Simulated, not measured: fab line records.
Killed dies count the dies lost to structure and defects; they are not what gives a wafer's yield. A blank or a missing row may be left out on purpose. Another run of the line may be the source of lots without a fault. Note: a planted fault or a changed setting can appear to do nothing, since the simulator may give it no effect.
Which of the tools did it? -- flow gf180mcu -- 39 wafers from 13 lots sampled at 2 of the route's 602 steps

## WHAT THE GAUGES SHOWED, per wafer
GF_V5_THK_MEAS_25: measures by xrf. Usual: V5_W_THK gives 351 nm (standard deviation 5.1).
lot,measured,on,V5_W_THK (nm),flag
L152,day 27 14:11,filmMetro-01,351 346 353,
L153,day 28 00:39,filmMetro-02,348 343 347,
L154,day 28 16:29,filmMetro-01,350 356 353,
L155,day 29 02:40,filmMetro-01,352 351 352,
L156,day 29 05:59,filmMetro-02,348 349 346,
L157,day 29 08:35,filmMetro-04,348 354 348,
L161,day 30 17:50,filmMetro-01,350 351 354,
L162,day 31 01:22,filmMetro-01,349 343 340,
L164,day 31 11:37,filmMetro-04,353 346 354,
L168,day 32 09:49,filmMetro-01,350 350 349,
L172,day 33 12:16,filmMetro-04,354 352 351,
L174,day 34 04:13,filmMetro-02,353 355 356,
L175,day 34 07:59,filmMetro-02,341 349 339,

## TOOL THAT RAN EACH LOT (tool first, then ch and the chambers of the sampled wafers, then the start)
lot,GF_V5_STRIP_18
L152,"plasmaAsher-03 ch 0,1, day 27 13:20"
L153,"plasmaAsher-03 ch 0,1, day 27 23:45"
L154,"plasmaAsher-02 ch 0,1, day 28 15:37"
L155,"plasmaAsher-02 ch 0,1, day 29 01:48"
L156,"plasmaAsher-03 ch 0,1, day 29 04:59"
L157,"plasmaAsher-02 ch 0,1, day 29 07:35"
L161,"plasmaAsher-01 ch 0,1, day 30 16:59"
L162,"plasmaAsher-01 ch 0,1, day 31 00:30"
L164,"plasmaAsher-01 ch 0,1, day 31 10:45"
L168,"plasmaAsher-02 ch 0,1, day 32 08:54"
L172,"plasmaAsher-02 ch 0,1, day 33 11:22"
L174,"plasmaAsher-03 ch 0,1, day 34 03:18"
L175,"plasmaAsher-01 ch 0,1, day 34 07:07"
- GF_V5_STRIP_18: strips in O2/N2.

## AS READ BY THE TOOLS THEMSELVES (means over the sampled wafers that have a number; for cases with no such wafer, the mark the record gives instead)
GF_V5_STRIP_18. Usual: drypumpMotorCurrentA 5.8 A, standard deviation 0.55; heaterPowerW 354 W, standard deviation 54; oesProductAu 0.569 a.u., standard deviation 0.0053.
lot,tool,drypumpMotorCurrentA (A),heaterPowerW (W),oesProductAu (a.u.),flag
L152,plasmaAsher-03,6.2,333,0.568,
L153,plasmaAsher-03,6.3,331,0.567,
L154,plasmaAsher-02,6.3,377,0.569,
L155,plasmaAsher-02,6.3,372,0.566,
L156,plasmaAsher-03,6.3,332,0.571,
L157,plasmaAsher-02,6.3,358,0.569,
L161,plasmaAsher-01,5.3,380,0.572,
L162,plasmaAsher-01,5.3,377,0.571,
L164,plasmaAsher-01,5.3,379,0.571,
L168,plasmaAsher-02,6.3,357,0.566,
L172,plasmaAsher-02,6.3,356,0.563,
L174,plasmaAsher-03,6.3,333,0.570,
L175,plasmaAsher-01,5.3,377,0.568,

## THE ANSWER, worked out from the rows above alone
Rule: take the mean of a lot's wafers that have a number; if it is more than 3 standard deviations from the usual mean, the lot is off. Also off: a lot with no number at a reading for which 4 or more lots have one. Where the step has rows for the other lots, those lots are counted as sound. First the gauges in route order, then the tools' own readings, where a lot's mean is used as printed above. At the first step where some lot is off, the reading lying furthest off is the one used; lots without a number count as furthest.
No lot is off at any reading shown: from this, nothing can be told.

## WHAT HAD BEEN PUT IN BY THE SIMULATOR
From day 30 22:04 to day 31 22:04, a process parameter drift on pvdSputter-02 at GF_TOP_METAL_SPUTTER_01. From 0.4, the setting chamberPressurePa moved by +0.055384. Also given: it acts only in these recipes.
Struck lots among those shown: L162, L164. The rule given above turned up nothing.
